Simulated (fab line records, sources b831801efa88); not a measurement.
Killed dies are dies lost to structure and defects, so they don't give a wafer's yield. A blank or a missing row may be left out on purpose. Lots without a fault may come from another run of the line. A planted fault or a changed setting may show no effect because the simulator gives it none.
Problem report in the 8D (eight disciplines) form, filled by code | flow sky130 | the parts of the form that need people (team, actions taken, sign-off) are left out

1. THE PROBLEM
cd_nm at SKY_METAL4_CD_MEAS_13 reads a mean of 288.1 nm on 6 wafers of 2 lots; wafers without a fault read 299.6 nm with a standard deviation of 1.4. That is -8.2 standard deviations from the usual mean.
The step: target cd 300 nm.
First seen on wafer L450.2, day 46 15:00, on cd_sem-02. The record holds 36 wafers of 12 lots with a number at this step. Rule for "out", or "out of limits": more than 4 standard deviations from the usual mean. The other wafers with a number count as sound.

2. WHAT IT IS AND WHAT IT IS NOT
question                    | is                     | is not
which readings at this step | cd_nm                  | -
which lots                  | L450, L453             | L433, L434, L437, L439, L442, L443, L446, L447, L455, L456
which wafers of those lots  | all that have a number | -
read on which gauges        | cd_sem-02              | cd_sem-01
when                        | from day 46 15:00      | up to then (24 sound wafers); but 6 sound wafers of L455, L456 came after

3. SUSPECTS, AND WHAT RULES EACH OUT
Counting: a tool at a process step up to the reading stays a suspect if it ran every lot that is out and no sound lot after the first of them.
- the gauge at SKY_METAL4_CD_MEAS_13: ruled out. All the wafers that are out were read on cd_sem-02, but those of them that SKY_METAL4_EXPOSE_10 has rows for are out there too, on other tools.
- krf_scanner-02 at SKY_METAL4_EXPOSE_10 (exposes mask MM4, target cd 300 nm): kept. It ran every lot that is out, first L450 (day 46 04:52), and no sound lot after that; its last sound lot up to then is L442 (day 44 04:02). Its own readings are out on those wafers: exposure_dose_mJ_cm2.
Left after counting: krf_scanner-02 at SKY_METAL4_EXPOSE_10.

4. THE CAUSE (what the simulator had put in)
Process parameter drift: krf_scanner-02, from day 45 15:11 on, at SKY_METAL4_EXPOSE_10. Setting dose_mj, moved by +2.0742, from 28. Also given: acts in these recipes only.
Counting left only this tool.

5. THE CHAIN OF EFFECTS, in route order
Each row: a reading whose mean over the struck wafers that have a number lies more than 3 standard deviations from the usual. Only readings for which the record gives a usual standard deviation are gone through. hours: the time from each lot's start at the first step in this table that gives one to its start at this step, as a median over the lots. sigmas: the change in usual standard deviations.
hours | step                  | reading              | usual    | on struck wafers | change | sigmas
0     | SKY_METAL4_EXPOSE_10  | exposure_dose_mJ_cm2 | 27.995   | 29.855           | +1.860 | +72
10    | SKY_METAL4_CD_MEAS_13 | cd_nm                | 299.6 nm | 288.1            | -11.5  | -8.2
The process steps in it:
- SKY_METAL4_EXPOSE_10: exposes mask MM4, target cd 300 nm.

6. WHAT WOULD HAVE CAUGHT IT SOONER
In this record the first reading out of limits at a measuring or inspecting step was taken at day 46 15:00, 24 hours after the fault began at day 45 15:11.
The tool's own readings at SKY_METAL4_EXPOSE_10 were out on every struck wafer that the step has a row for (exposure_dose_mJ_cm2): an alarm limit on them would have fired on the first of those.
Of the lots that are out (2), L453 began SKY_METAL4_EXPOSE_10 on krf_scanner-02 after day 46 15:00. A hold on the tool at that time would have spared it.
